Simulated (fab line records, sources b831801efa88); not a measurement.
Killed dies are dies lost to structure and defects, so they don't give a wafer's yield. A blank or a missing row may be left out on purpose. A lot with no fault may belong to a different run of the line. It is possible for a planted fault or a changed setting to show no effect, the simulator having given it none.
Which of the tools did it? :: flow gf180mcu :: 36 wafers from 12 lots sampled at 6 of the route's 602 steps

== WHAT EACH GAUGE READ, for each wafer ==
GF_CONTACT_BOW_MEAS_05.
lot: L444
measured: day 15 10:05
on: film-metro-04
CONTACT_BOW (um): 56 67 56

lot: L445
measured: day 15 20:20
on: film-metro-03
CONTACT_BOW (um): 76 67 61

lot: L447
measured: day 16 17:16
on: film-metro-01
CONTACT_BOW (um): 63 52 68

lot: L449
measured: day 17 00:31
on: film-metro-04
CONTACT_BOW (um): 67 61 64

lot: L450
measured: day 17 09:25
on: film-metro-03
CONTACT_BOW (um): 64 58 63

lot: L451
measured: day 17 20:16
on: film-metro-03
CONTACT_BOW (um): 55 64 56

lot: L452
measured: day 17 21:34
on: film-metro-03
CONTACT_BOW (um): 62 59 66

lot: L454
measured: day 18 19:01
on: film-metro-01
CONTACT_BOW (um): 59 62 65

lot: L455
measured: day 19 03:29
on: film-metro-04
CONTACT_BOW (um): 77 56 51

lot: L458
measured: day 20 07:54
on: film-metro-03
CONTACT_BOW (um): 71 73 68

lot: L460
measured: day 20 23:58
on: film-metro-04
CONTACT_BOW (um): 71 56 74

lot: L467
measured: day 23 07:11
on: film-metro-01
CONTACT_BOW (um): 66 65 62

GF_CONTACT_CD_MEAS_14: target cd 220 nm.
lot: L444
measured: day 16 08:07
on: cd-sem-02
cd-nm (nm): 220.1 220.1 220.4

lot: L445
measured: day 16 18:37
on: cd-sem-01
cd-nm (nm): 220.8 219.4 221.0

lot: L447
measured: day 17 15:58
on: cd-sem-01
cd-nm (nm): 221.4 221.9 221.1

lot: L449
measured: day 18 00:01
on: cd-sem-01
cd-nm (nm): 217.2 217.3 218.2

lot: L450
measured: day 18 08:41
on: cd-sem-01
cd-nm (nm): 220.3 219.5 219.3

lot: L451
measured: day 18 19:19
on: cd-sem-02
cd-nm (nm): 223.2 220.9 223.0

lot: L452
measured: day 18 20:54
on: cd-sem-01
cd-nm (nm): 221.7 221.1 223.1

lot: L454
measured: day 19 20:07
on: cd-sem-01
cd-nm (nm): 220.8 219.8 219.6

lot: L455
measured: day 20 05:02
on: cd-sem-01
cd-nm (nm): 217.2 217.0 218.3

lot: L458
measured: day 21 08:11
on: cd-sem-02
cd-nm (nm): 220.3 221.2 220.5

lot: L460
measured: day 21 23:52
on: cd-sem-01
cd-nm (nm): 219.9 220.9 219.0

lot: L467
measured: day 24 06:01
on: cd-sem-01
cd-nm (nm): 217.7 218.7 219.2

GF_M1_RS_MEAS_05: measurement is done with a four-point probe.
lot: L444
measured: day 16 09:46
on: film-metro-02
M1_ALCU_RS (ohm/sq): 0.0698 0.0695 0.0702

lot: L445
measured: day 16 20:08
on: film-metro-02
M1_ALCU_RS (ohm/sq): 0.0696 0.0692 0.0693

lot: L447
measured: day 17 17:30
on: film-metro-03
M1_ALCU_RS (ohm/sq): 0.0708 0.0704 0.0694

lot: L449
measured: day 18 01:32
on: film-metro-04
M1_ALCU_RS (ohm/sq): 0.0680 0.0686 0.0679

lot: L450
measured: day 18 10:28
on: film-metro-03
M1_ALCU_RS (ohm/sq): 0.0683 0.0704 0.0701

lot: L451
measured: day 18 20:50
on: film-metro-03
M1_ALCU_RS (ohm/sq): 0.0700 0.0686 0.0690

lot: L452
measured: day 18 22:31
on: film-metro-04
M1_ALCU_RS (ohm/sq): 0.0698 0.0699 0.0693

lot: L454
measured: day 19 21:38
on: film-metro-03
M1_ALCU_RS (ohm/sq): 0.0694 0.0693 0.0700

lot: L455
measured: day 20 06:33
on: film-metro-03
M1_ALCU_RS (ohm/sq): 0.0697 0.0699 0.0699

lot: L458
measured: day 21 09:42
on: film-metro-02
M1_ALCU_RS (ohm/sq): 0.0702 0.0630 0.0703

lot: L460
measured: day 22 01:23
on: film-metro-02
M1_ALCU_RS (ohm/sq): 0.0641 0.0709 0.0712

lot: L467
measured: day 24 07:32
on: film-metro-03
M1_ALCU_RS (ohm/sq): 0.0685 0.0685 0.0687

GF_M1_THK_MEAS_06: measures by xrf.
lot: L444
measured: day 16 09:53
on: film-metro-02
M1_ALCU_THK (nm): 448 448 443

lot: L445
measured: day 16 20:16
on: film-metro-02
M1_ALCU_THK (nm): 450 453 449

lot: L447
measured: day 17 17:35
on: film-metro-03
M1_ALCU_THK (nm): 434 439 445

lot: L449
measured: day 18 01:38
on: film-metro-04
M1_ALCU_THK (nm): 466 460 464

lot: L450
measured: day 18 10:34
on: film-metro-03
M1_ALCU_THK (nm): 453 438 442

lot: L451
measured: day 18 20:57
on: film-metro-03
M1_ALCU_THK (nm): 445 454 448

lot: L452
measured: day 18 22:37
on: film-metro-04
M1_ALCU_THK (nm): 451 454 454

lot: L454
measured: day 19 21:45
on: film-metro-03
M1_ALCU_THK (nm): 445 447 443

lot: L455
measured: day 20 06:40
on: film-metro-03
M1_ALCU_THK (nm): 444 445 445

lot: L458
measured: day 21 09:49
on: film-metro-02
M1_ALCU_THK (nm): 448 494 444

lot: L460
measured: day 22 01:30
on: film-metro-02
M1_ALCU_THK (nm): 485 437 439

lot: L467
measured: day 24 07:39
on: film-metro-03
M1_ALCU_THK (nm): 453 450 449

== WHICH TOOL RAN EACH LOT (tool, then ch and the chambers of the sampled wafers, then the start) ==
lot: L444
GF_CONTACT_CVD_02: pecvd-03 ch 1,2, day 15 09:40
GF_M1_SPUTTER_02: pvd-sputter-02, day 16 09:41

lot: L445
GF_CONTACT_CVD_02: pecvd-01 ch 0,1,2, day 15 19:55
GF_M1_SPUTTER_02: pvd-sputter-04, day 16 20:03

lot: L447
GF_CONTACT_CVD_02: pecvd-03 ch 0,1,2, day 16 16:49
GF_M1_SPUTTER_02: pvd-sputter-01, day 17 17:21

lot: L449
GF_CONTACT_CVD_02: pecvd-04 ch 0,2, day 17 00:02
GF_M1_SPUTTER_02: pvd-sputter-01, day 18 01:25

lot: L450
GF_CONTACT_CVD_02: pecvd-03 ch 0,1,2, day 17 08:58
GF_M1_SPUTTER_02: pvd-sputter-01, day 18 10:21

lot: L451
GF_CONTACT_CVD_02: pecvd-01 ch 0,2, day 17 19:50
GF_M1_SPUTTER_02: pvd-sputter-01, day 18 20:44

lot: L452
GF_CONTACT_CVD_02: pecvd-04 ch 0,1,2, day 17 21:05
GF_M1_SPUTTER_02: pvd-sputter-04, day 18 22:23

lot: L454
GF_CONTACT_CVD_02: pecvd-01 ch 0,2, day 18 18:35
GF_M1_SPUTTER_02: pvd-sputter-01, day 19 21:32

lot: L455
GF_CONTACT_CVD_02: pecvd-03 ch 0,2, day 19 03:02
GF_M1_SPUTTER_02: pvd-sputter-04, day 20 06:26

lot: L458
GF_CONTACT_CVD_02: pecvd-01 ch 1,2, day 20 07:28
GF_M1_SPUTTER_02: pvd-sputter-04, day 21 09:37

lot: L460
GF_CONTACT_CVD_02: pecvd-04 ch 0,1,2, day 20 23:32
GF_M1_SPUTTER_02: pvd-sputter-04, day 22 01:17

lot: L467
GF_CONTACT_CVD_02: pecvd-04 ch 0,2, day 23 06:45
GF_M1_SPUTTER_02: pvd-sputter-04, day 24 07:26
- GF_CONTACT_CVD_02: deposits SiO2 from TEOS, target thk 860 nm, time 95.992 s.
- GF_M1_SPUTTER_02: material AlCu, target thk 450 nm, time 23.9 s.

== WHAT THE TOOLS THEMSELVES READ (means of the sampled wafers that have a number; where no wafer has one, the mark that the record gives instead) ==
GF_CONTACT_CVD_02.
lot: L444
tool: pecvd-03
heater-power-outer-w (W): 303
heater-power-w (W): 549

lot: L445
tool: pecvd-01
heater-power-outer-w (W): 416
heater-power-w (W): 715

lot: L447
tool: pecvd-03
heater-power-outer-w (W): 303
heater-power-w (W): 568

lot: L449
tool: pecvd-04
heater-power-outer-w (W): 509
heater-power-w (W): 746

lot: L450
tool: pecvd-03
heater-power-outer-w (W): 320
heater-power-w (W): 593

lot: L451
tool: pecvd-01
heater-power-outer-w (W): 437
heater-power-w (W): 729

lot: L452
tool: pecvd-04
heater-power-outer-w (W): 417
heater-power-w (W): 670

lot: L454
tool: pecvd-01
heater-power-outer-w (W): 482
heater-power-w (W): 789

lot: L455
tool: pecvd-03
heater-power-outer-w (W): 349
heater-power-w (W): 648

lot: L458
tool: pecvd-01
heater-power-outer-w (W): 433
heater-power-w (W): 761

lot: L460
tool: pecvd-04
heater-power-outer-w (W): 455
heater-power-w (W): 708

lot: L467
tool: pecvd-04
heater-power-outer-w (W): 435
heater-power-w (W): 677

GF_M1_SPUTTER_02.
lot: L444
tool: pvd-sputter-02
cathode-dc-power-W (W): 10600
throttle-valve-pct (%): 30.0

lot: L445
tool: pvd-sputter-04
cathode-dc-power-W (W): 10601
throttle-valve-pct (%): 29.1

lot: L447
tool: pvd-sputter-01
cathode-dc-power-W (W): 10600
throttle-valve-pct (%): 30.0

lot: L449
tool: pvd-sputter-01
cathode-dc-power-W (W): 10600
throttle-valve-pct (%): 29.1

lot: L450
tool: pvd-sputter-01
cathode-dc-power-W (W): 10599
throttle-valve-pct (%): 30.4

lot: L451
tool: pvd-sputter-01
cathode-dc-power-W (W): 10601
throttle-valve-pct (%): 30.2

lot: L452
tool: pvd-sputter-04
cathode-dc-power-W (W): 10600
throttle-valve-pct (%): 29.0

lot: L454
tool: pvd-sputter-01
cathode-dc-power-W (W): 10601
throttle-valve-pct (%): 30.3

lot: L455
tool: pvd-sputter-04
cathode-dc-power-W (W): 10600
throttle-valve-pct (%): 28.9

lot: L458
tool: pvd-sputter-04
cathode-dc-power-W (W): 10599
throttle-valve-pct (%): 29.1

lot: L460
tool: pvd-sputter-04
cathode-dc-power-W (W): 10599
throttle-valve-pct (%): 29.7

lot: L467
tool: pvd-sputter-04
cathode-dc-power-W (W): 10600
throttle-valve-pct (%): 29.0

== THE ANSWER, worked out from the rows above alone ==
Rule: usual is defined by the lots themselves. Put in order of their means at a reading, lots are off if they are a third of the lots or fewer, leave a main group of 4 or more, and stand apart from it by a gap of 3 or more times the standard deviation of the main group's means; of several such gaps the widest counts. The tables above print the reading to a certain number of digits; a main group whose means all agree to those digits is not used. Also off: a lot with no number at a reading for which 4 or more lots have one. The other lots that the step has rows for count as sound. First the gauges in route order, then the tools' own readings, where a lot's mean is used as printed above. At the first step where some lot is off, the reading lying furthest off is the one used; lots without a number count as furthest.
No lot is off at any reading shown: from this, nothing can be told.

== WHAT WAS PUT IN BY THE SIMULATOR ==
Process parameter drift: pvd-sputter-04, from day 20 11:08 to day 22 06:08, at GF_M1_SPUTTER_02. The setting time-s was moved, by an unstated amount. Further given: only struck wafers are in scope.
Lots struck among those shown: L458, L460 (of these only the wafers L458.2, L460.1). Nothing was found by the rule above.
